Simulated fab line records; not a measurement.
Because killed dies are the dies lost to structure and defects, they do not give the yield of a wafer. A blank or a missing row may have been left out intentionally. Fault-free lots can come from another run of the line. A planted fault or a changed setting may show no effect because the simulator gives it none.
fab line records    flow sky130
[record] lots = 6  wafers = 18  last-day = 50
route steps=708 shown LDD_LDN@300 SPACER@304 POLY_CUT@307 PAD_OPEN@708
lots that met no fault: from a run of the same line without faults
start-h: hours from the record's first day to the start of the lot's first wafer shown    wait-h: hours elapsed since this lot's preceding step    " identical to the entry in the row above    L1.1+2: one row covering several wafers at once    - either no value or no given start    * or withheld: withheld    < > ~ a bound
route shown NAME@n: a module of which the file shows steps, and the number in the route of the first    usual: average and standard deviation across the fault-free wafers    same: alike in all rows    chamber/n: place in a boat    sites: the reading at each site    _std_site: standard deviation across them    _edge_site: outer sites' mean less inner sites'    radius-mm: for every site, how far away it sits from the centre of the wafer    mask NAME#n: copy n    behind: the tool/chamber that last shaped the wafer    hold: the reason the lot was held/the length of the hold in hours/how it ended    device: which transistor (n, p or np) failed to switch    end of line: the same wafers' tests at the end of the route    step lacking rows: just its recipe    killed: dies lost to structure and defects at the first sort, not the wafer's yield    map: dies across one wafer; x = killed, . = not, _ = none there
set.NAME: the setting as run; set.NAME@STEP: as run at that earlier step    model.NAME: the simulator's own value behind a step, which no gauge read
certain route steps with their lots: each step a table, each wafer a row
services: the hour from which a tool's chamber was out of use, counted from the record's first day as start-h (under 0 if before that day), plus the number of hours and why
[[steps]]
[step SKY_LDD_LDN_IMPLANT_11]
[recipe] species = As  energy-kev = 15  dose-cm2 = 1.25e+13  tilt-deg = withheld  rotation-deg = 293
[step SKY_LDD_LDN_STRIP_12]
[recipe] chemistry = O2/N2  power-w = 1400  pressure-mtorr = 1500  platen-temp-c = withheld  o2-flow-sccm = 3000  n2-flow-sccm = 300  overash-fraction = 0.5
[usual] drypump-motor-current-A = 5.9/0.5  oes-product-au = 0.716/0.0049  strip-time-to-endpoint-s = 14.18/0.037
lot.wafer  tool             chamber  start-h  wait-h  drypump-motor-current-A  oes-product-au  rf-hours-counter-h  strip-time-to-endpoint-s
L150.1     plasma-asher-02  0        546.33   0.1     5.5                      0.713           44                  14.18
L150.3     "                0        "        "       5.5                      0.718           -                   14.19
L150.5     "                0        "        "       5.5                      0.714           -                   14.15
L154.1     plasma-asher-04  0        595.52   0.1     5.3                      0.711           92                  14.18
L154.2     "                1        "        "       6.7                      0.719           92                  14.20
L154.6     "                0        "        "       5.4                      0.715           -                   14.17
L160.4     plasma-asher-01  1        640.81   0.1     5.6                      0.709           -                   14.21
L160.5     "                0        "        "       6.0                      0.722           -                   14.21
L160.6     "                1        "        "       5.6                      0.721           -                   14.18
L163.1     plasma-asher-04  0        671.23   0.1     5.4                      0.709           100                 14.17
L163.2     "                1        "        "       6.7                      0.713           100                 14.20
L163.3     "                1        "        "       6.7                      0.713           -                   14.21
L165.2     plasma-asher-04  1        678.98   0.1     6.7                      0.720           101                 14.23
L165.4     "                1        "        "       6.7                      0.711           -                   14.24
L165.6     "                0        "        "       5.4                      0.723           -                   14.18
L170.3     plasma-asher-04  1        732.15   0.1     6.7                      0.711           -                   14.16
L170.5     "                1        "        "       6.6                      0.718           -                   14.21
L170.6     "                0        "        "       5.4                      0.720           -                   14.18
[step SKY_LDD_LDN_TW_MEAS_13]
[usual] LDD_LDN_TW = 1476/7.4
lot.wafer  tool           chamber  start-h  wait-h  LDD_LDN_TW
L150.1     film-metro-04  -        546.43   0.1     1474
L150.3     "              -        "        "       1467
L150.5     "              -        "        "       1470
L154.1     film-metro-04  -        595.66   0.1     1470
L154.2     "              -        "        "       1471
L154.6     "              -        "        "       1477
L160.4     film-metro-03  -        640.91   0.1     1478
L160.5     "              -        "        "       1475
L160.6     "              -        "        "       1479
L163.1     film-metro-03  -        671.33   0.1     1479
L163.2     "              -        "        "       1473
L163.3     "              -        "        "       1469
L165.2     film-metro-03  -        679.09   0.1     1490
L165.4     "              -        "        "       1484
L165.6     "              -        "        "       1488
L170.3     film-metro-01  -        732.24   0.1     1474
L170.5     "              -        "        "       1472
L170.6     "              -        "        "       1476
[step SKY_LDD_LDN_CLEAN_14]
[recipe] chemistry = SC1/SC2  mix = 1:4:20  temp-c = 70  time-s = 150  dry = n2-spin
[step SKY_SPACER_CVD_00]
[recipe] material = Si3N4  precursor = DCS/NH3  target-thk-nm = 43.1  temp-c = 770  time-s = 740  pressure-mtorr = 250
[step SKY_SPACER_THK_MEAS_01]
[recipe] reads = Si3N4_of_SPACER_CVD_00
[usual] SPACER_CVD_00_THK = 43.1/0.35
lot.wafer  tool           chamber  start-h  wait-h  SPACER_CVD_00_THK[nm]
L150.1     film-metro-02  -        548.05   0.0     42.8
L150.3     "              -        "        "       42.9
L150.5     "              -        "        "       43.1
L154.1     film-metro-02  -        596.97   0.0     43.1
L154.2     "              -        "        "       43.0
L154.6     "              -        "        "       43.3
L160.4     film-metro-01  -        642.22   0.0     43.3
L160.5     "              -        "        "       43.2
L160.6     "              -        "        "       43.1
L163.1     film-metro-01  -        672.64   0.0     43.1
L163.2     "              -        "        "       43.0
L163.3     "              -        "        "       43.2
L165.2     film-metro-01  -        680.40   0.0     43.1
L165.4     "              -        "        "       43.2
L165.6     "              -        "        "       42.9
L170.3     film-metro-01  -        735.48   0.0     42.7
L170.5     "              -        "        "       42.5
L170.6     "              -        "        "       42.7
[step SKY_SPACER_ETCHBACK_02]
[recipe] chemistry = CH3F/O2  target = Si3N4  stop-on = SiO2  source-w = 400  bias-w = 80  pressure-mtorr = 25  ch3f-flow-sccm = 40  O2_flow_sccm = 30  time-s = 46.7  target-depth-a = 450
[usual] O2_flow_sccm = 30.00/0.093  drypump-motor-current-A = 5.7/0.39  oes-product-au = 0.854/0.0063  throttle-valve-pct = 10.562/0.0095
lot.wafer  tool         chamber  start-h  wait-h  O2_flow_sccm  drypump-motor-current-A  oes-product-au  rf-hours-counter-h  throttle-valve-pct
L150.1     rie-diel-04  2        548.11   0.1     29.83         5.6                      0.850           63                  10.574
L150.3     "            3        "        "       30.05         5.4                      0.854           13                  10.572
L150.5     "            3        "        "       30.02         5.4                      0.856           -                   10.564
L154.1     rie-diel-01  1        597.03   0.1     29.95         6.3                      0.853           1                   10.568
L154.2     "            0        "        "       30.10         5.5                      0.854           4                   10.556
L154.6     "            3        "        "       29.99         6.0                      0.852           -                   10.558
L160.4     rie-diel-04  3        642.25   0.0     30.02         5.4                      0.860           15                  10.563
L160.5     "            2        "        "       29.97         5.5                      0.865           -                   10.567
L160.6     "            3        "        "       30.00         5.4                      0.844           -                   10.566
L163.1     rie-diel-04  0        672.70   0.1     30.05         5.6                      0.846           2                   10.567
L163.2     "            3        "        "       29.93         5.4                      0.849           16                  10.555
L163.3     "            1        "        "       30.11         5.7                      0.847           13                  10.562
L165.2     rie-diel-01  3        680.45   0.0     30.00         6.1                      0.848           17                  10.561
L165.4     "            2        "        "       30.02         5.5                      0.856           1                   10.570
L165.6     "            2        "        "       30.05         5.5                      0.853           -                   10.571
L170.3     rie-diel-01  1        735.52   0.0     30.00         6.2                      0.846           3                   10.551
L170.5     "            1        "        "       29.86         6.3                      0.844           -                   10.561
L170.6     "            0        "        "       30.00         5.5                      0.845           -                   10.549
[step SKY_POLY_CUT_DEHYDRATE_00]
[recipe] temp-c = 200  time-s = 60
[step SKY_POLY_CUT_HMDS_01]
[recipe] prime-time-s = 60  prime-temp-c = 120
[step SKY_POLY_CUT_COAT_02]
[recipe] resist = BARC  temp-c = withheld  time-s = withheld  spin-rpm = 3061  resist-thk-nm = 60
[step SKY_POLY_CUT_COAT_03]
[recipe] resist = KrF-thick  spin-rpm = 3000  resist-thk-nm = 450
[step SKY_POLY_CUT_SOFTBAKE_04]
[recipe] temp-c = 100  time-s = 90  resist = KrF-thick
[step SKY_POLY_CUT_EXPOSE_05]
[recipe] mask-id = NPCM  na = 0.8  source-shape = annular  sigma-inner = 0.55  sigma-outer = 0.85  target-cd-nm = 270  dose-mj = 32
[usual] stage-vel-mm-s = 500.05/0.26
lot.wafer  tool            chamber  start-h  wait-h  mask    stage-vel-mm-s  model.POLY_CUT.overlay-x-nm
L150.1     krf-scanner-02  0        563.08   -       NPCM#0  500.54          -1.493
L150.3     "               0        "        "       NPCM#0  500.68          -1.493
L150.5     "               0        "        "       NPCM#0  500.00          -1.493
L154.1     krf-scanner-01  0        611.71   -       NPCM#0  499.87          5.541
L154.2     "               0        "        "       NPCM#0  500.19          5.541
L154.6     "               0        "        "       NPCM#0  499.94          5.541
L160.4     krf-scanner-01  0        656.54   -       NPCM#0  500.34          60.64
L160.5     "               0        "        "       NPCM#0  499.98          60.64
L160.6     "               0        "        "       NPCM#0  500.19          60.64
L163.1     krf-scanner-01  0        687.01   -       NPCM#0  499.82          59.28
L163.2     "               0        "        "       NPCM#0  499.89          59.28
L163.3     "               0        "        "       NPCM#0  500.17          59.28
L165.2     krf-scanner-02  0        694.15   -       NPCM#0  500.23          3.387
L165.4     "               0        "        "       NPCM#0  500.03          3.387
L165.6     "               0        "        "       NPCM#0  500.26          3.387
L170.3     krf-scanner-02  0        749.55   -       NPCM#0  499.97          2.615
L170.5     "               0        "        "       NPCM#0  499.54          2.615
L170.6     "               0        "        "       NPCM#0  499.99          2.615
[step SKY_POLY_CUT_PEB_06]
[recipe] peb-temp-c = withheld  peb-time-s = withheld  resist = KrF-thick
[step SKY_POLY_CUT_DEVELOP_07]
[recipe] develop-time-s = 60  resist = KrF-thick  dev-temp-c = 21
[step SKY_POLY_CUT_CD_MEAS_08]
[recipe] target-cd-nm = 270
[usual] cd-nm = 269.9/1.6
lot.wafer  tool       chamber  start-h  wait-h  cd-nm
L150.1     cd-sem-02  -        577.50   -       273.0
L150.3     "          -        "        "       272.7
L150.5     "          -        "        "       273.5
L154.1     cd-sem-01  -        625.88   -       268.2
L154.2     "          -        "        "       269.0
L154.6     "          -        "        "       270.3
L160.4     cd-sem-01  -        670.24   -       267.6
L160.5     "          -        "        "       268.3
L160.6     "          -        "        "       268.2
L163.1     cd-sem-01  -        699.94   -       273.6
L163.2     "          -        "        "       271.1
L163.3     "          -        "        "       273.5
L165.2     cd-sem-02  -        708.20   -       271.7
L165.4     "          -        "        "       272.1
L165.6     "          -        "        "       272.4
L170.3     cd-sem-01  -        762.48   -       270.7
L170.5     "          -        "        "       270.9
L170.6     "          -        "        "       269.5
[step SKY_POLY_CUT_OVL_MEAS_09]
[usual] POLY_CUT_OVL = -2/5
lot.wafer  tool        chamber  start-h  wait-h  POLY_CUT_OVL[nm]
L150.1     overlay-02  -        577.62   0.1     -1
L150.3     "           -        "        "       -5
L150.5     "           -        "        "       3
L154.1     overlay-01  -        626.00   0.1     -4
L154.2     "           -        "        "       -2
L154.6     "           -        "        "       2
L160.4     overlay-02  -        670.32   0.1     67
L160.5     "           -        "        "       65
L160.6     "           -        "        "       66
L163.1     overlay-02  -        700.06   0.1     49
L163.2     "           -        "        "       57
L163.3     "           -        "        "       51
L165.2     overlay-01  -        708.31   0.1     0
L165.4     "           -        "        "       -1
L165.6     "           -        "        "       6
L170.3     overlay-02  -        762.58   0.1     -6
L170.5     "           -        "        "       -5
L170.6     "           -        "        "       0
[step SKY_POLY_CUT_ETCH_10]
[recipe] chemistry = N2/H2  target = BARC  ion-energy-ev = 200  source-w = 500  bias-w = 100  pressure-mtorr = 30  n2-flow-sccm = 100  h2-flow-sccm = 200  stop-on = SiO2  time-s = 45.9  target-depth-a = 600
[usual] drypump-motor-current-A = 5.71/0.29  oes-product-au = 0.850/0.0041  throttle-valve-pct = 13.225/0.0092
lot.wafer  tool         chamber  start-h  wait-h  drypump-motor-current-A  oes-product-au  rf-hours-counter-h  throttle-valve-pct
L150.1     rie-diel-01  2        577.66   0.0     5.45                     0.845           74                  13.226
L150.3     "            1        "        "       6.28                     0.848           0                   13.205
L150.5     "            1        "        "       6.27                     0.850           -                   13.223
L154.1     rie-diel-04  2        626.04   0.0     5.55                     0.848           65                  13.207
L154.2     "            0        "        "       5.68                     0.846           1                   13.223
L154.6     "            2        "        "       5.57                     0.846           -                   13.229
L160.4     rie-diel-04  0        670.36   0.0     5.66                     0.845           -                   13.237
L160.5     "            1        "        "       5.65                     0.844           -                   13.223
L160.6     "            3        "        "       5.38                     0.846           -                   13.231
L163.1     rie-diel-02  0        700.10   0.0     6.23                     0.849           4                   13.226
L163.2     "            1        "        "       5.93                     0.847           15                  13.238
L163.3     "            3        "        "       5.31                     0.844           6                   13.238
L165.2     rie-diel-04  3        708.34   0.0     5.41                     0.851           17                  13.228
L165.4     "            1        "        "       5.66                     0.852           14                  13.227
L165.6     "            3        "        "       5.41                     0.854           -                   13.219
L170.3     rie-diel-02  1        762.60   0.0     5.91                     0.854           17                  13.212
L170.5     "            0        "        "       6.19                     0.852           -                   13.218
L170.6     "            1        "        "       5.93                     0.852           -                   13.221
[step SKY_PAD_OPEN_PROBE_99]
[usual] killed_at_M0_to_M3 = 45/6.8  killed_at_M4_up = 3.0/1.7  killed-at-contacts = 25/5.7  killed-at-front-end = 15/4.6  killed-at-other = 0.3/0.66  killed-dies = 88/9.5  killed-open = 48/7.3  killed-short = 39/6.5
[same] gross-dies = 492  killed-at-back-side = 0
lot.wafer  tool       chamber  start-h  wait-h  killed_at_M0_to_M3  killed_at_M4_up  killed-at-contacts  killed-at-front-end  killed-at-other  killed-dies  killed-open  killed-short
L150.1     prober-01  -        1088.58  0.1     34                  2                33                  18                   0                87           50           36
L150.3     prober-01  -        1088.68  0.2     39                  2                27                  15                   0                83           60           23
L150.5     prober-01  -        1088.78  0.2     42                  3                21                  12                   0                78           40           38
L160.4     prober-01  -        1151.45  0.2     40                  4                26                  19                   0                89           52           37
L160.5     prober-01  -        1151.50  0.2     31                  2                36                  15                   0                84           51           33
L160.6     prober-01  -        1151.55  0.2     44                  5                36                  18                   0                103          50           53
L163.1     prober-02  -        1170.60  0.1     39                  3                17                  14                   0                73           35           37
L163.2     prober-02  -        1170.65  0.1     32                  3                35                  21                   2                93           48           42
L163.3     prober-02  -        1170.70  0.2     39                  3                21                  18                   1                82           47           31
L165.2     prober-02  -        1174.86  0.1     43                  2                24                  14                   1                84           47           36
L165.4     prober-02  -        1174.96  0.2     57                  4                27                  13                   0                101          67           34
L165.6     prober-02  -        1175.06  0.2     54                  2                15                  10                   1                82           42           39
L170.3     prober-02  -        1205.91  0.2     50                  5                32                  10                   1                98           50           48
L170.5     prober-02  -        1206.01  0.2     30                  1                30                  28                   0                89           52           37
L170.6     prober-02  -        1206.06  0.2     48                  1                23                  16                   0                88           41           47
// killed by level:class
L150.1 LI_CONTACT:geometric-particle:open=11 CONTACT:geometric-particle:short=10 VIA1:geometric-particle:open=7 POLY_GATE:geometric-particle:open=6 LOCAL_INTERCONNECT:geometric-particle:short=5 CONTACT:geometric-particle:open=5 VIA3:geometric-particle:open=5 FIELD_ISO:geometric-particle:open=4
L150.3 CONTACT:geometric-particle:open=13 LI_CONTACT:geometric-particle:open=11 VIA1:geometric-particle:open=10 VIA3:geometric-particle:open=6 FIELD_ISO:geometric-particle:open=5 METAL1:geometric-particle:short=5 METAL2:geometric-particle:short=4 POLY_GATE:geometric-particle:open=3
L150.5 VIA1:geometric-particle:open=6 CONTACT:geometric-particle:open=6 VIA3:geometric-particle:open=6 METAL1:geometric-particle:short=6 VIA2:geometric-particle:open=6 METAL2:geometric-particle:short=5 POLY_GATE:geometric-particle:open=4 CONTACT:geometric-particle:short=4
L160.4 CONTACT:geometric-particle:open=14 FIELD_ISO:geometric-particle:open=9 VIA2:geometric-particle:open=7 FIELD_ISO:geometric-particle:short=5 METAL1:geometric-particle:short=5 VIA1:geometric-particle:short=5 METAL2:geometric-particle:short=5 VIA3:geometric-particle:open=5
L160.5 LI_CONTACT:geometric-particle:open=9 CONTACT:geometric-particle:open=9 VIA1:geometric-particle:open=7 VIA2:geometric-particle:open=7 CONTACT:geometric-particle:short=6 LOCAL_INTERCONNECT:geometric-particle:open=5 LOCAL_INTERCONNECT:geometric-particle:short=5 METAL2:geometric-particle:short=5
L160.6 CONTACT:geometric-particle:open=10 LI_CONTACT:geometric-particle:open=9 FIELD_ISO:geometric-particle:short=8 LOCAL_INTERCONNECT:geometric-particle:short=7 VIA1:geometric-particle:open=7 CONTACT:geometric-particle:short=6 METAL1:geometric-particle:short=6 VIA2:geometric-particle:open=6
L163.1 METAL1:geometric-particle:short=7 VIA3:geometric-particle:open=7 CONTACT:geometric-particle:short=5 VIA1:geometric-particle:open=5 VIA2:geometric-particle:open=5 LI_CONTACT:geometric-particle:open=4 FIELD_ISO:geometric-particle:open=3 FIELD_ISO:geometric-particle:short=3
L163.2 CONTACT:geometric-particle:open=15 METAL1:geometric-particle:short=7 LI_CONTACT:geometric-particle:open=6 CONTACT:geometric-particle:short=6 POLY_GATE:geometric-particle:open=5 SPACER:geometric-particle:open=5 LOCAL_INTERCONNECT:geometric-particle:short=5 FIELD_ISO:geometric-particle:open=4
L163.3 VIA1:geometric-particle:open=7 VIA3:geometric-particle:open=7 LI_CONTACT:geometric-particle:open=6 VIA2:geometric-particle:open=6 POLY_GATE:geometric-particle:open=5 CONTACT:geometric-particle:open=5 CONTACT:geometric-particle:short=5 METAL2:geometric-particle:short=4
L165.2 VIA1:geometric-particle:open=12 LI_CONTACT:geometric-particle:open=7 CONTACT:geometric-particle:open=7 VIA2:geometric-particle:open=6 POLY_GATE:geometric-particle:open=5 CONTACT:geometric-particle:short=5 VIA1:geometric-particle:short=5 METAL2:geometric-particle:short=5
L165.4 LI_CONTACT:geometric-particle:open=16 VIA1:geometric-particle:open=13 VIA3:geometric-particle:open=10 CONTACT:geometric-particle:open=7 VIA1:geometric-particle:short=7 METAL2:geometric-particle:short=7 FIELD_ISO:geometric-particle:open=5 METAL1:geometric-particle:short=5
L165.6 VIA1:geometric-particle:open=9 VIA2:geometric-particle:open=9 METAL2:geometric-particle:short=9 VIA3:geometric-particle:open=7 VIA1:geometric-particle:short=5 VIA3:geometric-particle:short=5 LI_CONTACT:geometric-particle:open=4 CONTACT:geometric-particle:short=4
L170.3 CONTACT:geometric-particle:open=10 VIA1:geometric-particle:open=10 LI_CONTACT:geometric-particle:open=9 VIA2:geometric-particle:open=9 METAL1:geometric-particle:short=7 VIA1:geometric-particle:short=7 LOCAL_INTERCONNECT:geometric-particle:short=6 VIA2:geometric-particle:short=5
L170.5 CONTACT:geometric-particle:open=14 POLY_GATE:geometric-particle:open=12 VIA3:geometric-particle:open=7 LI_CONTACT:geometric-particle:short=6 VIA1:geometric-particle:open=6 FIELD_ISO:geometric-particle:short=5 POLY_GATE:geometric-particle:short=5 CONTACT:geometric-particle:short=4
L170.6 METAL1:geometric-particle:short=11 VIA1:geometric-particle:open=9 LI_CONTACT:geometric-particle:open=7 METAL2:geometric-particle:short=7 LOCAL_INTERCONNECT:geometric-particle:short=6 CONTACT:geometric-particle:open=6 VIA3:geometric-particle:open=6 POLY_GATE:geometric-particle:short=5
[[services]]
tool             chamber  start-h  hours  kind
krf-scanner-01   -        522.96   0.8    pm
krf-scanner-01   -        524.15   1.3    pm
krf-scanner-02   -        538.89   4.0    pm
plasma-asher-04  -        543.83   2.8    pm
krf-scanner-02   -        545.84   0.3    repair
krf-scanner-01   -        546.44   0.3    repair
krf-scanner-01   -        567.29   1.5    repair
krf-scanner-02   -        568.80   0.8    pm
krf-scanner-01   -        597.69   1.0    pm
krf-scanner-02   -        617.82   1.4    repair
rie-diel-01      1        629.39   4.0    repair
rie-diel-04      2        643.23   10.0   repair
krf-scanner-02   -        655.15   1.9    repair
krf-scanner-02   -        681.29   0.9    repair
krf-scanner-02   -        683.24   1.0    pm
plasma-asher-04  -        689.17   3.7    repair
krf-scanner-01   -        691.76   0.8    pm
krf-scanner-02   -        695.06   1.3    pm
krf-scanner-01   -        700.05   1.3    pm
plasma-asher-04  -        720.81   1.5    repair
rie-diel-04      2        726.32   8.0    repair
krf-scanner-02   -        727.91   3.6    pm
plasma-asher-04  -        733.75   9.0    pm
krf-scanner-01   -        736.36   0.5    repair
[[key]]
[first-sign] step = SKY_POLY_CUT_OVL_MEAS_09  reading = POLY_CUT_OVL  direction = up  sigmas = 12  usual = -2  struck = 59
effect none on later readings
[model-effect] step = SKY_POLY_CUT_EXPOSE_05  value = POLY_CUT.overlay-x-nm  without = -0.4836  struck = 59.96
met-at SKY_POLY_CUT_EXPOSE_05
struck-wafers L160.4,L160.5,L160.6,L163.1,L163.2,L163.3
tester-left-out L160,L163
onset-between 611.71 656.54
also-fits SKY_SPACER_ETCHBACK_02:rie-diel-04
[fault] kind = scanner-matching-overlay  tool = krf-scanner-01  chamber = -  onset-h = 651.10  steps = SKY_POLY_CUT_EXPOSE_05  offset = 60.441
// tester-left-out: of these lots the tester's yield and bins aren't shown, on N5 and GAA mostly nor the transistor test; their killed dies are dies lost to structure and defects alone, not to doping, threshold or leakage, so they don't give the yield
